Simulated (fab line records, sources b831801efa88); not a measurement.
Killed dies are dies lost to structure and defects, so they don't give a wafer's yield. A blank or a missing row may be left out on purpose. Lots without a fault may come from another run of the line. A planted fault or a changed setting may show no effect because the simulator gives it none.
fab line records | flow gf180mcu
record lots=6 wafers=18 last_day=30
route steps=602 shown HV_LDD@194
lots that met no fault: from a run of the same line without faults
start_h: hours from the record's first day to the start of the lot's first wafer shown | wait_h: hours since the lot's step before | " the same as in the row above | L1.1+2: a row that stands for several wafers | - no value, or no start given | * or withheld: withheld | < > ~ a bound
route shown NAME@n: a module of which the file shows steps, and the number in the route of the first | usual: mean/standard deviation of fault-free wafers | same: alike in all rows | chamber/n: place in a boat | sites: the reading at each site | _std_site: their standard deviation | _edge_site: outer sites' mean less inner sites' | radius_mm: how far each site lies from the wafer's centre | mask NAME#n: copy n | behind: the tool/chamber that last shaped the wafer | hold: why the lot was held/for how many hours/how that ended | device: the transistor (n, p or np) that didn't switch | end of line: the same wafers' tests at the end of the route | a step without rows: its recipe alone | killed: dies lost to structure and defects at the first sort, not the wafer's yield | map: a wafer's dies, x killed, . not, _ none there
set.NAME: the setting as run; set.NAME@STEP: as run at that earlier step | model.NAME: the simulator's own value behind a step, which no gauge read
lots at some steps of the route; a table a step, a row a wafer
services: from which hour (start_h, from the record's first day; less than 0 if before it) a tool's chamber was out of use, for how many hours, and why
## steps
# step GF_HV_LDD_DEVELOP_18
# recipe develop_time_s=60 dev_temp_c=23
# step GF_HV_LDD_CD_MEAS_19
# recipe target_cd_nm=400
# usual cd_nm=399.6/2.6
# columns lot.wafer tool chamber start_h wait_h cd_nm
L426.1 cd_sem-02 - 238.01 0.1 398.6
L426.3 " - " " 398.6
L426.4 " - " " 398.3
L430.1 cd_sem-02 - 267.39 0.1 398.1
L430.2 " - " " 398.7
L430.5 " - " " 399.6
L433.3 cd_sem-02 - 290.53 0.1 402.9
L433.5 " - " " 403.4
L433.6 " - " " 404.1
L434.1 cd_sem-02 - 295.90 0.1 400.3
L434.2 " - " " 400.7
L434.5 " - " " 400.6
L440.1 cd_sem-01 - 342.09 0.1 399.2
L440.4 " - " " 399.8
L440.5 " - " " 402.7
L441.1 cd_sem-01 - 350.75 0.1 402.1
L441.3 " - " " 403.7
L441.5 " - " " 400.6
# step GF_HV_LDD_OVL_MEAS_20
# usual HV_LDD_01_OVL=0.2/1.5
# columns lot.wafer tool chamber start_h wait_h HV_LDD_01_OVL[nm]
L426.1 overlay-02 - 238.13 0.1 -1.7
L426.3 " - " " -1.2
L426.4 " - " " 0.4
L430.1 overlay-02 - 267.51 0.1 -0.2
L430.2 " - " " -0.5
L430.5 " - " " 0.2
L433.3 overlay-01 - 290.62 0.1 -1.0
L433.5 " - " " -0.1
L433.6 " - " " -1.7
L434.1 overlay-02 - 296.02 0.1 -1.2
L434.2 " - " " -0.9
L434.5 " - " " -1.4
L440.1 overlay-02 - 342.21 0.1 3.4
L440.4 " - " " 2.1
L440.5 " - " " 1.7
L441.1 overlay-02 - 350.87 0.1 0.3
L441.3 " - " " 2.0
L441.5 " - " " 2.2
# step GF_HV_LDD_IMPLANT_21
# recipe species=BF2 energy_kev=25 dose_cm2=5e+13 tilt_deg=7
# step GF_HV_LDD_STRIP_22
# recipe chemistry=O2/N2 power_w=1400 pressure_mtorr=1500 platen_temp_c=250 o2_flow_sccm=3069 n2_flow_sccm=300 overash_fraction=0.5
# usual drypump_motor_current_A=5.8/0.34 heater_power_w=322/40 oes_product_au=0.717/0.0045 platen_temp_c=249.98/0.17 strip_time_to_endpoint_s=12.62/0.032
# columns lot.wafer tool chamber start_h wait_h drypump_motor_current_A heater_power_w oes_product_au platen_temp_c rf_hours_counter_h strip_time_to_endpoint_s
L426.1 plasma_asher-01 0 238.31 0.1 6.3 325 0.721 249.81 12 12.62
L426.3 " 1 " " 5.6 312 0.725 249.89 - 12.66
L426.4 " 0 " " 6.3 317 0.726 250.19 - 12.64
L430.1 plasma_asher-01 1 267.70 0.1 5.6 323 0.719 250.04 16 12.62
L430.2 " 0 " " 6.3 315 0.717 250.07 16 12.63
L430.5 " 1 " " 5.6 319 0.716 250.17 - 12.61
L433.3 plasma_asher-01 0 290.83 0.1 6.3 318 0.715 249.66 - 12.67
L433.5 " 1 " " 5.6 323 0.713 250.10 - 12.64
L433.6 " 0 " " 6.3 310 0.718 249.86 - 12.64
L434.1 plasma_asher-01 1 296.21 0.1 5.6 321 0.717 249.68 19 12.63
L434.2 " 0 " " 6.3 320 0.717 250.05 19 12.64
L434.5 " 1 " " 5.6 323 0.715 249.99 - 12.57
L440.1 plasma_asher-04 1 342.40 0.1 6.3 345 0.714 250.20 73 12.65
L440.4 " 1 " " 6.3 357 0.722 250.01 - 12.60
L440.5 " 0 " " 6.0 464 0.719 249.94 - 12.60
L441.1 plasma_asher-04 1 351.06 0.1 6.3 351 0.722 249.65 74 12.66
L441.3 " 1 " " 6.3 347 0.717 249.49 - 12.62
L441.5 " 1 " " 6.3 349 0.722 249.60 - 12.66
# step GF_HV_LDD_TW_MEAS_23
# usual HV_LDD_2_TW=1058/8.8
# columns lot.wafer tool chamber start_h wait_h HV_LDD_2_TW
L426.1 film_metro-03 - 238.41 0.1 1056
L426.3 " - " " 1049
L426.4 " - " " 1051
L430.1 film_metro-03 - 267.80 0.1 1042
L430.2 " - " " 1052
L430.5 " - " " 1044
L433.3 film_metro-03 - 290.92 0.1 1052
L433.5 " - " " 1048
L433.6 " - " " 1051
L434.1 film_metro-02 - 296.31 0.1 1068
L434.2 " - " " 1067
L434.5 " - " " 1067
L440.1 film_metro-01 - 342.50 0.1 1053
L440.4 " - " " 1061
L440.5 " - " " 1053
L441.1 film_metro-02 - 351.16 0.1 1065
L441.3 " - " " 1072
L441.5 " - " " 1067
# step GF_HV_LDD_DEHYDRATE_24
# recipe temp_c=200 time_s=60
# step GF_HV_LDD_HMDS_25
# recipe prime_time_s=60 prime_temp_c=120
# step GF_HV_LDD_COAT_26
# recipe resist=NOVOLAK spin_rpm=3000 resist_thk_nm=1000
# step GF_HV_LDD_SOFTBAKE_27
# recipe temp_c=90 time_s=60 resist=NOVOLAK
# step GF_HV_LDD_EXPOSE_28
# recipe mask_id=Nplus_HV_AREA target_cd_nm=400 na=0.6 source_shape=conventional sigma_outer=0.6 dose_mj=140
# step GF_HV_LDD_PEB_29
# recipe temp_c=withheld time_s=* resist=NOVOLAK
# step GF_HV_LDD_DEVELOP_30
# recipe develop_time_s=60 dev_temp_c=23
# usual chill_plate_temp_C=23.02/0.097 develop_time_s=60/0
# columns lot.wafer tool chamber start_h wait_h chill_plate_temp_C develop_time_s
L426.1 litho_track-03 0 256.16 0.1 22.89 60
L426.3 " 0 " " 22.99 60
L426.4 " 0 " " 22.96 60
L430.1 litho_track-04 0 286.69 0.1 23.00 60
L430.2 " 0 " " 22.96 60
L430.5 " 0 " " 22.94 60
L433.3 litho_track-04 0 310.99 0.1 23.17 60
L433.5 " 0 " " 23.21 60
L433.6 " 0 " " 23.15 60
L434.1 litho_track-04 0 316.24 0.1 23.01 60
L434.2 " 0 " " 23.08 60
L434.5 " 0 " " 23.20 60
L440.1 litho_track-02 - 363.00 0.1 - -
L440.4 " - " " - -
L440.5 " - " " - -
L441.1 litho_track-03 - 373.06 0.1 - -
L441.3 " - " " - -
L441.5 " - " " - -
# step GF_HV_LDD_CD_MEAS_31
# recipe target_cd_nm=400
# usual cd_nm=400.2/2.4
# columns lot.wafer tool chamber start_h wait_h cd_nm
L426.1 cd_sem-02 - 256.31 0.1 401.8
L426.3 " - " " 399.6
L426.4 " - " " 399.2
L430.1 cd_sem-02 - 286.84 0.1 399.9
L430.2 " - " " 399.0
L430.5 " - " " 398.5
L433.3 cd_sem-02 - 311.13 0.1 405.3
L433.5 " - " " 402.1
L433.6 " - " " 404.1
L434.1 cd_sem-02 - 316.39 0.1 400.1
L434.2 " - " " 401.7
L434.5 " - " " 400.7
L440.1 cd_sem-02 - 363.15 0.1 -
L440.4 " - " " -
L440.5 " - " " -
L441.1 cd_sem-01 - 373.21 0.1 -
L441.3 " - " " -
L441.5 " - " " -
## services
# columns tool chamber start_h hours kind
plasma_asher-04 - 240.26 2.4 repair
## key
first_sign step=GF_HV_LDD_DEVELOP_30 reading=tool_record direction=missing
effect none on later readings
met_at GF_HV_LDD_DEVELOP_30
struck_wafers L440.1,L440.4,L440.5,L441.1,L441.3,L441.5
later_rows_left_out L440.1,L440.4,L440.5,L441.1,L441.3,L441.5
sort_left_out L440.1,L440.4,L440.5,L441.1,L441.3,L441.5
tester_left_out L440,L441
onset_between 256.16 363.00
fault kind=skipped_step_whole tool=litho_track-02,litho_track-03 chamber=- onset_h=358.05 steps=GF_HV_LDD_DEVELOP_30 scope=struck_lots_only
# tester_left_out: of these lots the tester's yield and bins aren't shown, on N5 and GAA mostly nor the transistor test; their killed dies are dies lost to structure and defects alone, not to doping, threshold or leakage, so they don't give the yield
# sort_left_out: the simulated sort isn't trusted on such a fault, so these wafers' sort isn't shown, and their yield isn't known
# later_rows_left_out: the simulator's readings of these wafers behind a module that went badly wrong aren't trusted and aren't shown, but for the sort
